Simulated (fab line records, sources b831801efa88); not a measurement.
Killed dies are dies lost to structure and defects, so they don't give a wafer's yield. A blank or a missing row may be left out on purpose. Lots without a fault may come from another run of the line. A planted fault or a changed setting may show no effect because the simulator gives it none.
Which tool did it? | flow gf180mcu | 11 lots, 33 wafers sampled, at 2 steps of a route of 602

WHAT THE GAUGES READ, wafer by wafer
GF_DUAL_GATE_OVL_MEAS_11.
lot  | measured     | on         | DUAL_GATE_OVL (nm)
L166 | day 10 06:12 | overlay-01 | 2.1 1.8 2.1
L169 | day 11 06:47 | overlay-01 | -1.8 0.5 0.4
L170 | day 11 09:42 | overlay-01 | 0.0 0.4 0.3
L171 | day 11 20:46 | overlay-01 | -0.4 -0.4 0.3
L172 | day 12 02:05 | overlay-01 | 1.5 0.8 0.5
L173 | day 12 10:11 | overlay-01 | -3.9 -1.6 -1.1
L174 | day 12 15:30 | overlay-01 | 0.6 -0.8 0.9
L175 | day 12 21:59 | overlay-01 | -0.8 -0.1 -0.8
L176 | day 13 04:23 | overlay-01 | 0.9 0.8 1.1
L181 | day 14 16:25 | overlay-01 | 0.1 0.7 0.7
L182 | day 15 04:17 | overlay-02 | -0.6 1.7 0.8

WHICH TOOL RAN EACH LOT (tool, then ch and the chambers of the sampled wafers, then the start)
lot  | GF_VT_IMPLANT_STRIP_42
L166 | plasma_asher-01 ch 0,1, day 9 10:20
L169 | plasma_asher-01 ch 0,1, day 10 08:35
L170 | plasma_asher-01 ch 0,1, day 10 12:43
L171 | plasma_asher-02 ch 0,1, day 11 00:08
L172 | plasma_asher-01 ch 0,1, day 11 04:22
L173 | plasma_asher-02 ch 1, day 11 12:50
L174 | plasma_asher-01 ch 0,1, day 11 17:52
L175 | plasma_asher-04 ch 0,1, day 12 00:31
L176 | plasma_asher-01 ch 0, day 12 06:17
L181 | plasma_asher-02 ch 0,1, day 13 17:56
L182 | plasma_asher-04 ch 0, day 14 04:52
- GF_VT_IMPLANT_STRIP_42: strips in O2/N2.

THE ANSWER, worked out from the rows above alone
Rule: what is usual is taken from the lots themselves. Put in order of their means at a reading, lots are off if they are a third of the lots or fewer, leave a main group of 4 or more, and stand apart from it by a gap of 3 or more times the standard deviation of the main group's means; of several such gaps the widest counts. A main group whose means are all the same, to the digits that the tables above print for the reading, isn't used. A lot without any number at a reading at which 4 lots or more have one is off too. The other lots that the step has rows for count as sound.
No lot is off at any reading shown: from this, nothing can be told.

WHAT THE SIMULATOR HAD PUT IN
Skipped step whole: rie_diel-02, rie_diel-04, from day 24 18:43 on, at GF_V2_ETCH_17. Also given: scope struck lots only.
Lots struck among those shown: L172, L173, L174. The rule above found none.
